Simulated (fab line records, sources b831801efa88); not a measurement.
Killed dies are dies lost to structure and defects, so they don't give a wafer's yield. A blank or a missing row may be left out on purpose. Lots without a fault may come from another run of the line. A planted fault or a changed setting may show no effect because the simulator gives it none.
Which tool did it? | flow gf180mcu | 13 lots, 39 wafers sampled, at 4 steps of a route of 602

WHAT THE GAUGES READ, wafer by wafer
GF_VT_IMPLANT_TW_MEAS_21. Usual: VT_IMPLANT_2_TW 1224, standard deviation 11.
lot  | measured     | on            | VT_IMPLANT_2_TW | flag
L265 | day 6 14:55  | film_metro-01 | 1212 1208 1207  |
L266 | day 6 17:48  | film_metro-01 | 1211 1215 1211  |
L267 | day 7 01:59  | film_metro-01 | 1220 1216 1220  |
L270 | day 7 18:37  | film_metro-04 | 1239 1230 1237  |
L272 | day 8 09:13  | film_metro-01 | 1275 1271 1268  | OFF
L275 | day 9 04:10  | film_metro-01 | 1276 1264 1269  | OFF
L278 | day 10 00:02 | film_metro-04 | 1244 1238 1241  |
L279 | day 10 05:52 | film_metro-04 | 1238 1235 1234  |
L280 | day 10 11:36 | film_metro-04 | 1241 1232 1242  |
L284 | day 11 10:55 | film_metro-01 | 1218 1214 1222  |
L285 | day 12 09:01 | film_metro-02 | 1207 1193 1197  |
L286 | day 12 09:37 | film_metro-01 | 1223 1224 1226  |
L287 | day 12 12:47 | film_metro-04 | 1232 1228 1222  |

GF_NSD_TW_MEAS_12. Usual: NSD_TW 4269, standard deviation 31.
lot  | measured     | on            | NSD_TW         | flag
L265 | day 13 23:50 | film_metro-01 | 4243 4225 4230 |
L266 | day 14 09:26 | film_metro-01 | 4283 4293 4280 |
L267 | day 14 07:49 | film_metro-02 | 4200 4211 4211 |
L270 | day 15 08:02 | film_metro-02 | 4218 4218 4248 |
L272 | day 16 04:18 | film_metro-02 | 4250 4217 4238 |
L275 | day 17 05:37 | film_metro-02 | 4229 4245 4237 |
L278 | day 18 07:56 | film_metro-01 | 4264 4269 4254 |
L279 | day 18 10:43 | film_metro-04 | 4306 4313 4326 |
L280 | day 18 17:46 | film_metro-04 | 4313 4297 4307 |
L284 | day 20 02:31 | film_metro-04 | 4272 4289 4281 |
L285 | day 21 07:08 | film_metro-04 | 4305 4294 4293 |
L286 | day 21 10:46 | film_metro-04 | 4265 4291 4290 |
L287 | day 21 13:14 | film_metro-02 | 4229 4229 4234 |

WHICH TOOL RAN EACH LOT (tool, then ch and the chambers of the sampled wafers, then the start)
lot  | GF_STI_CMP_25                | GF_VT_IMPLANT_IMPLANT_19
L265 | cmp-02 ch 0,1,2, day 2 08:49 | implanter-01 ch 0, day 6 14:40
L266 | cmp-02 ch 0,1,2, day 2 13:52 | implanter-01 ch 0, day 6 17:34
L267 | cmp-02 ch 0,1,2, day 2 20:46 | implanter-02 ch 0, day 7 01:44
L270 | cmp-02 ch 0,1,2, day 3 10:19 | implanter-01 ch 0, day 7 18:23
L272 | cmp-01 ch 0,3, day 3 21:36   | implanter-01 ch 0, day 8 09:00
L275 | cmp-01 ch 0,1,3, day 4 14:01 | implanter-01 ch 0, day 9 03:55
L278 | cmp-01 ch 0,1, day 5 03:27   | implanter-03 ch 0, day 9 23:50
L279 | cmp-02 ch 0,2, day 5 10:49   | implanter-02 ch 0, day 10 05:37
L280 | cmp-02 ch 1,2, day 5 13:53   | implanter-02 ch 0, day 10 11:22
L284 | cmp-02 ch 0,1,2, day 6 10:29 | implanter-03 ch 0, day 11 10:38
L285 | cmp-01 ch 0,3, day 6 20:03   | implanter-02 ch 0, day 12 08:46
L286 | cmp-02 ch 0,1,3, day 7 01:41 | implanter-03 ch 0, day 12 09:22
L287 | cmp-01 ch 0,1,2, day 7 06:46 | implanter-03 ch 0, day 12 12:32
- GF_STI_CMP_25: polishes, stops on Si3N4, t overpolish 33 s, target thk 524.6 nm.
- GF_VT_IMPLANT_IMPLANT_19

WHAT THE TOOLS THEMSELVES READ (means of the sampled wafers that have a number; where no wafer has one, the mark that the record gives instead)
GF_STI_CMP_25. Usual: motor_current_A 12.2 A, standard deviation 1.5; overpolish_run_s 33.000 s, standard deviation 0.01; time_to_endpoint_s 125 s, standard deviation 4.3.
lot  | tool   | motor_current_A (A) | overpolish_run_s (s) | time_to_endpoint_s (s) | flag
L265 | cmp-02 | 12.3                | 33.002               | 124                    |
L266 | cmp-02 | 12.5                | 32.998               | 125                    |
L267 | cmp-02 | 13.2                | 33.001               | 122                    |
L270 | cmp-02 | 12.7                | 33.001               | 123                    |
L272 | cmp-01 | 11.4                | 33.006               | 124                    |
L275 | cmp-01 | 11.5                | 32.998               | 121                    |
L278 | cmp-01 | 10.0                | 33.005               | 123                    |
L279 | cmp-02 | 12.8                | 33.000               | 128                    |
L280 | cmp-02 | 12.0                | 33.004               | 132                    |
L284 | cmp-02 | 12.6                | 32.997               | 123                    |
L285 | cmp-01 | 12.6                | 32.995               | 129                    |
L286 | cmp-02 | 13.6                | 32.991               | 127                    |
L287 | cmp-01 | 10.4                | 33.004               | 131                    |

GF_VT_IMPLANT_IMPLANT_19. Usual: beam_energy_keV 99.99, standard deviation 0.03.
lot  | tool         | beam_energy_keV | flag
L265 | implanter-01 | 100.01          |
L266 | implanter-01 | 100.01          |
L267 | implanter-02 | 99.96           |
L270 | implanter-01 | 100.02          |
L272 | implanter-01 | 118.00          | OFF
L275 | implanter-01 | 118.04          | OFF
L278 | implanter-03 | 100.01          |
L279 | implanter-02 | 99.99           |
L280 | implanter-02 | 99.97           |
L284 | implanter-03 | 99.96           |
L285 | implanter-02 | 99.99           |
L286 | implanter-03 | 99.99           |
L287 | implanter-03 | 99.98           |

THE ANSWER, worked out from the rows above alone
Rule: a lot is off if the mean of its wafers that have a number lies more than 3 standard deviations from the usual mean. A lot without any number at a reading at which 4 lots or more have one is off too. The other lots that the step has rows for count as sound. The gauges are gone through in route order, then the tools' own readings, and for those a lot's mean is taken as printed above. The first step at which some lot is off is used, and at that step the reading that is off furthest; a lot without a number counts as furthest.
Off: L272, L275, at GF_VT_IMPLANT_TW_MEAS_21 (VT_IMPLANT_2_TW).
A tool fits if, at a process step before that reading, it ran every lot that is off, and no sound lot after the first of them. The gauges at GF_VT_IMPLANT_TW_MEAS_21 aren't tried: what is off there is off at GF_VT_IMPLANT_IMPLANT_19 too, on other tools, and a gauge's error can't cause that. One fits: implanter-01 at GF_VT_IMPLANT_IMPLANT_19. Its last sound lot is L270 (day 7 18:23), its first lot that is off L272 (day 8 09:00): a fault that began between those two fits.
The tool's own readings at GF_VT_IMPLANT_IMPLANT_19 bear it out: on the lots that are off they differ by more than 5 times the standard deviation of the sound lots' means. beam_energy_keV reads 118.02 there against 99.99 on the sound lots.

WHAT THE SIMULATOR HAD PUT IN
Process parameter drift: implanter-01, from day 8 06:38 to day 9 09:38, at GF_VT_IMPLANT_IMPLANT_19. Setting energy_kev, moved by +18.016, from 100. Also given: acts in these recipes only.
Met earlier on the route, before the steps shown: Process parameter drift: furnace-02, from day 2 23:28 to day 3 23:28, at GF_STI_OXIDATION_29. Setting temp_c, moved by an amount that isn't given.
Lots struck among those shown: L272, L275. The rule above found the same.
